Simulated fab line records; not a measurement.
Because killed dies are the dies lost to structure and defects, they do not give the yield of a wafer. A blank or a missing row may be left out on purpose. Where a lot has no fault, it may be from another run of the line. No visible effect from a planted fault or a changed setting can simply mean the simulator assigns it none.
A lot that was struck, set against a sound lot + flow sky130 + 16 out of 708 route steps
Sound: the wafers L918.1, L918.5, L918.6. Struck: wafers L931.1, L931.2, L931.3. The cause comes at the end.
Order at every step that has rows: each side's tool, ch and its chambers, its first start. Under that, the readings that differ: sound wafers + struck wafers + difference of the means + sigmas: that difference in standard deviations of wafers without a fault.
alike: words and numbers the same on both sides, and readings whose means are apart by under 2 such deviations; not compared: readings that were withheld, readings missing a value for some wafer, numbers with overlapping values and no deviation given by the record, and bounds like >300 which may hide the same value.
Wherever a step has rows on one side only, a row that says differs or no value, or a row with sigmas, the two part there. Numbers that have no deviation but don't overlap get no sigmas and don't part them. Lack of a reading on every wafer of one side parts them only where that side has two or more wafers.

first, 2 steps without rows for these wafers: SKY_METAL4_PEB_11; SKY_METAL4_DEVELOP_12 (develop time 60 s).
SKY_METAL4_CD_MEAS_13: the cd target is 300 nm.
  struck on cd_sem-02, day 46 06:31; sound on cd_sem-01, day 42 22:40
  alike: cd_nm
SKY_METAL4_OVL_MEAS_14:
  struck on overlay-01, day 46 06:38; sound on overlay-01, day 42 22:47
  alike: METAL4_OVL
SKY_METAL4_DESCUM_15: chemistry O2, time 8 s.
  sound on rie_metal-04 ch 0,1, day 42 22:49; struck on rie_metal-04 ch 0,1, day 46 06:40
  alike: drypump_motor_current_A, oes_product_au
  not compared: rf_hours_counter_h
SKY_METAL4_ETCH_16: etches BARC in N2/H2, stops on SiO2, time 88.2 s, target depth 60 nm.
  sound on rie_metal-04 ch 0,1, day 42 22:51; struck on rie_metal-04 ch 0,1, day 46 06:43
  alike: drypump_motor_current_A, oes_product_au, throttle_valve_pct
  not compared: rf_hours_counter_h
SKY_METAL4_ETCH_17: etches SiO2 in C4F8/O2/Ar, stops on TiN, time 3.9 s, target depth 15 nm.
  sound on rie_diel-02 ch 1,2,3, day 42 22:57; struck on rie_diel-03 ch 0,1, day 46 06:48
  alike: oes_product_au
  not compared: rf_hours_counter_h
SKY_METAL4_METAL_ETCH_18: etches the open film in Cl2/BCl3, stops on SiO2, target depth 845 nm, time 183.1 s.
  sound on rie_metal-03 ch 0,1, day 42 22:58; struck on rie_metal-02 ch 0,1, day 46 06:50
  alike: drypump_motor_current_A, oes_product_au, throttle_valve_pct
  not compared: rf_hours_counter_h
SKY_METAL4_STRIP_19: strips in O2/N2.
  sound on plasma_asher-03 ch 0,1, day 42 23:09; struck on plasma_asher-03 ch 0,1, day 46 07:01
  alike: drypump_motor_current_A, oes_product_au, strip_time_to_endpoint_s
  not compared: rf_hours_counter_h
then, 3 steps without rows for these wafers: SKY_METAL4_STRIP_20 (strips in post etch residue remover, time 1200 s); SKY_METAL4_CLEAN_21 (cleans in IPA, time 180 s); SKY_METAL4_CLEAN_22 (cleans in O3/DIW).
SKY_VIA4_HDPCVD_00: deposits SiO2, target thk 1750 nm, time 291.7 s.
  sound on hdpcvd-02 ch 0,2, day 42 23:44; struck on hdpcvd-01 ch 0,1,2, day 46 07:38
| reading                                  | sound             | struck            | difference | sigmas |
|------------------------------------------|-------------------|-------------------|------------|--------|
| run_length_s (s)                         | 318.6 319.4 318.8 | 354.2 353.5 354.5 | +35.1      | +58    |
| model.SiO2_of_VIA4_HDPCVD_00.thk_nm (nm) | 1743 1731 1741    | 1966 1965 1954    | +223       |        |
SKY_VIA4_THK_MEAS_01:
  struck on film_metro-03, day 46 07:49; sound on film_metro-03, day 42 23:55
| reading              | sound          | struck         | difference | sigmas |
|----------------------|----------------|----------------|------------|--------|
| VIA4_HDPCVD_THK (nm) | 1743 1730 1741 | 1966 1964 1953 | +223       | +13    |
then, 1 step without rows for these wafers: SKY_VIA4_CMP_02 (polishes SiO2).
SKY_PAD_OPEN_PROBE_99:
  sound wafers here have rows in the record (prober-01, day 46 17:13); struck ones have none

## WHERE THEY PART
At SKY_VIA4_HDPCVD_00 first; at SKY_PAD_OPEN_PROBE_99 last (within this record only).

WHY: whatever the simulator had introduced
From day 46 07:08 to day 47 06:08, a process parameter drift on hdpcvd-01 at SKY_VIA4_HDPCVD_00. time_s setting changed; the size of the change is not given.
